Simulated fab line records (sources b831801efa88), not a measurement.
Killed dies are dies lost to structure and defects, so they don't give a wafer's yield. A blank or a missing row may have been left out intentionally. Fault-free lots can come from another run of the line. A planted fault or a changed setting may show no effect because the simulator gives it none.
Which of the tools did it? | flow sky130 | 13 lots, 38 wafers sampled, at 3 steps of a route of 708

== WHAT EACH GAUGE READ, for each wafer ==
The record holds no reading of a measuring or inspecting step that can be judged against a usual standard deviation.

== EACH LOT AND THE TOOL THAT RAN IT (in order: tool; ch and the chambers of the sampled wafers; start) ==
lot  | SKY_METAL5_METAL_ETCH_15         | SKY_METAL5_STRIP_16                 | SKY_PAD_OPEN_PROBE_99
L279 | rieMetal-01 ch 1, day 45 09:18   | plasmaAsher-02 ch 0,1, day 45 09:46 | prober-02, day 47 08:09
L281 | rieMetal-02 ch 0,1, day 45 17:03 | plasmaAsher-04 ch 0,1, day 45 17:14 | -
L280 | rieMetal-04 ch 0,1, day 45 17:56 | plasmaAsher-02 ch 1, day 45 18:10   | prober-02, day 47 16:17
L283 | rieMetal-01 ch 1, day 46 08:39   | plasmaAsher-02 ch 0,1, day 46 09:07 | prober-02, day 48 05:19
L284 | rieMetal-02 ch 0,1, day 46 14:46 | plasmaAsher-04 ch 0,1, day 46 14:57 | -
L285 | rieMetal-02 ch 0,1, day 46 19:38 | plasmaAsher-01 ch 0,1, day 46 19:52 | -
L286 | rieMetal-04 ch 0,1, day 47 04:44 | plasmaAsher-02 ch 0,1, day 47 04:58 | prober-01, day 49 01:08
L287 | rieMetal-04 ch 0,1, day 47 17:05 | plasmaAsher-04 ch 0,1, day 47 17:16 | prober-02, day 49 12:27
L290 | rieMetal-02 ch 0,1, day 48 11:11 | plasmaAsher-02 ch 0,1, day 48 11:22 | -
L293 | rieMetal-01 ch 0,1, day 49 07:53 | plasmaAsher-04 ch 0,1, day 49 08:04 | prober-01, day 51 01:16
L298 | rieMetal-02 ch 0,1, day 50 04:17 | plasmaAsher-01 ch 0,1, day 50 04:31 | prober-02, day 51 18:19
L299 | rieMetal-04 ch 0,1, day 50 04:56 | plasmaAsher-01 ch 0,1, day 50 05:10 | prober-01, day 51 19:33
L300 | rieMetal-02 ch 0, day 50 10:03   | plasmaAsher-04 ch 0,1, day 50 10:19 | -
- SKY_METAL5_METAL_ETCH_15: etches the open film in Cl2/BCl3, stops on SiO2, target depth 1260 nm, time 252 s.
- SKY_METAL5_STRIP_16: strips in O2/N2.
- SKY_PAD_OPEN_PROBE_99

== AS READ BY THE TOOLS THEMSELVES (means over the sampled wafers that have a number; for cases with no such wafer, the mark the record gives instead) ==
SKY_METAL5_METAL_ETCH_15. Usual: drypumpMotorCurrentA 5.6 A, standard deviation 0.34; oesProductAu 0.894 a.u., standard deviation 0.0055; runLengthS 280.1 s, standard deviation 0.38; throttleValvePct 22.263 %, standard deviation 0.009.
lot  | tool        | drypumpMotorCurrentA (A) | oesProductAu (a.u.) | runLengthS (s) | throttleValvePct (%) | flag
L279 | rieMetal-01 | 5.3                      | 0.895               | 280.1          | 22.257               | 
L281 | rieMetal-02 | 5.9                      | 0.893               | 279.8          | 22.269               | 
L280 | rieMetal-04 | 5.4                      | 0.895               | 280.3          | 22.259               | 
L283 | rieMetal-01 | 5.3                      | 0.894               | 280.2          | 22.264               | 
L284 | rieMetal-02 | 5.9                      | 0.895               | 280.1          | 22.269               | 
L285 | rieMetal-02 | 6.0                      | 0.891               | 280.0          | 22.268               | 
L286 | rieMetal-04 | 5.4                      | 0.890               | 280.3          | 22.267               | 
L287 | rieMetal-04 | 5.4                      | 0.896               | 280.1          | 22.268               | 
L290 | rieMetal-02 | 5.8                      | 0.897               | 280.2          | 22.265               | 
L293 | rieMetal-01 | 5.8                      | 0.931               | 252.3          | 22.272               | OFF
L298 | rieMetal-02 | 5.8                      | 0.890               | 280.2          | 22.267               | 
L299 | rieMetal-04 | 5.4                      | 0.899               | 280.2          | 22.268               | 
L300 | rieMetal-02 | 6.1                      | 0.897               | 279.8          | 22.258               | 

SKY_METAL5_STRIP_16. Usual: drypumpMotorCurrentA 5.8 A, standard deviation 0.64; o2FlowSccm 2999 sccm, standard deviation 8.8; oesProductAu 0.711 a.u., standard deviation 0.0043; stripTimeToEndpointS 13.10 s, standard deviation 0.076.
lot  | tool           | drypumpMotorCurrentA (A) | o2FlowSccm (sccm) | oesProductAu (a.u.) | stripTimeToEndpointS (s) | flag
L279 | plasmaAsher-02 | 5.2                      | 3006              | 0.713               | 13.05                    | 
L281 | plasmaAsher-04 | 6.3                      | 3002              | 0.708               | 13.07                    | 
L280 | plasmaAsher-02 | 4.8                      | 2993              | 0.710               | 13.12                    | 
L283 | plasmaAsher-02 | 5.2                      | 3002              | 0.715               | 12.99                    | 
L284 | plasmaAsher-04 | 6.3                      | 3000              | 0.715               | 13.11                    | 
L285 | plasmaAsher-01 | 5.9                      | 2988              | 0.710               | 13.20                    | 
L286 | plasmaAsher-02 | 5.7                      | 2995              | 0.712               | 13.02                    | 
L287 | plasmaAsher-04 | 6.3                      | 2997              | 0.714               | 13.14                    | 
L290 | plasmaAsher-02 | 5.2                      | 3000              | 0.709               | 13.07                    | 
L293 | plasmaAsher-04 | 6.2                      | 2998              | 0.718               | 14.04                    | OFF
L298 | plasmaAsher-01 | 5.7                      | 3002              | 0.711               | 13.18                    | 
L299 | plasmaAsher-01 | 5.7                      | 2998              | 0.714               | 13.05                    | 
L300 | plasmaAsher-04 | 6.3                      | 2986              | 0.715               | 13.14                    | 

SKY_PAD_OPEN_PROBE_99. Usual: defectLimitedYield 82.6 %, standard deviation 1.7; killed_at_M0_to_M3 43, standard deviation 7; killed_at_M4_up 3.1, standard deviation 1.5; killedAtContacts 23, standard deviation 4.9; killedAtFrontEnd 16, standard deviation 3.9; killedAtOther 0.3, standard deviation 0.52; killedDies 86, standard deviation 8.2; killedOnRim 16, standard deviation 3.7; killedOpen 47, standard deviation 6.1; killedShort 38, standard deviation 5.8; sort_bin_3_pad_short 0.8 %, standard deviation 0.41; sort_bin_5_function 10.2 %, standard deviation 1.3; sort_bin_6_memory 6.4 %, standard deviation 1.1; sortNPass 406, standard deviation 8.2; sortYieldPct 82.6 %, standard deviation 1.7.
lot  | tool      | defectLimitedYield (%) | killed_at_M0_to_M3 | killed_at_M4_up | killedAtContacts | killedAtFrontEnd | killedAtOther | killedDies | killedOnRim | killedOpen | killedShort | sort_bin_3_pad_short (%) | sort_bin_5_function (%) | sort_bin_6_memory (%) | sortNPass | sortYieldPct (%) | flag
L279 | prober-02 | 83.5                   | 38                 | 2.7             | 25               | 16               | 0.0           | 81         | 19          | 44         | 37          | 0.8                      | 8.8                     | 6.9                   | 411       | 83.5             | 
L280 | prober-02 | 82.4                   | 44                 | 3.7             | 23               | 16               | 0.0           | 86         | 12          | 49         | 37          | 0.7                      | 10.2                    | 6.6                   | 406       | 82.4             | 
L283 | prober-02 | 82.7                   | 46                 | 3.0             | 23               | 13               | 0.3           | 85         | 17          | 47         | 37          | 0.7                      | 10.4                    | 6.2                   | 407       | 82.7             | 
L286 | prober-01 | 82.4                   | 43                 | 2.3             | 23               | 17               | 0.7           | 86         | 19          | 47         | 38          | 0.8                      | 10.5                    | 6.2                   | 406       | 82.4             | 
L287 | prober-02 | 82.5                   | 43                 | 4.3             | 20               | 18               | 0.0           | 86         | 18          | 47         | 39          | 0.8                      | 10.4                    | 6.2                   | 406       | 82.5             | 
L293 | prober-01 | 41.5                   | 44                 | 205.0           | 22               | 17               | 1.0           | 288        | 55          | 44         | 41          | 1.1                      | 51.0                    | 6.4                   | 204       | 41.5             | OFF
L298 | prober-02 | 83.4                   | 42                 | 2.7             | 22               | 14               | 0.0           | 81         | 13          | 45         | 36          | 0.9                      | 9.0                     | 6.6                   | 411       | 83.4             | 
L299 | prober-01 | 81.0                   | 51                 | 3.7             | 26               | 12               | 0.7           | 94         | 18          | 53         | 40          | 1.1                      | 10.8                    | 7.1                   | 398       | 81.0             | 

== THE ANSWER, worked out from the rows above alone ==
Rule: take the mean of a lot's wafers that have a number; if it is more than 3 standard deviations from the usual mean, the lot is off. Also off: a lot with no number at a reading for which 4 or more lots have one. Any other lot the step has rows for is counted as sound. First the gauges in route order, then the tools' own readings, where a lot's mean is used as printed above. The first step at which some lot is off is used, and at that step the reading that is off furthest; a lot without a number counts as furthest.
Off at SKY_METAL5_METAL_ETCH_15 (runLengthS): L293.
If a tool, at that step or one of the process steps before it, ran each lot that is off and ran no sound lot following the first of them, it fits. One fits: rieMetal-01 at SKY_METAL5_METAL_ETCH_15. Its last sound lot is L283 (day 46 08:39), its first lot that is off L293 (day 49 07:53): a fault that began between those two fits.
The tool's own readings at SKY_METAL5_METAL_ETCH_15 bear it out: on the lots that are off they differ by more than 5 times the standard deviation of the sound lots' means. oesProductAu reads 0.931 a.u. there against 0.894 a.u. on the sound lots; runLengthS reads 252.3 s there against 280.1 s on the sound lots.

== WHAT THE SIMULATOR HAD PUT IN ==
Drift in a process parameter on rieMetal-01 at SKY_METAL5_METAL_ETCH_15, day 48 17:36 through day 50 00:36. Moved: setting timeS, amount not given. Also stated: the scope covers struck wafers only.
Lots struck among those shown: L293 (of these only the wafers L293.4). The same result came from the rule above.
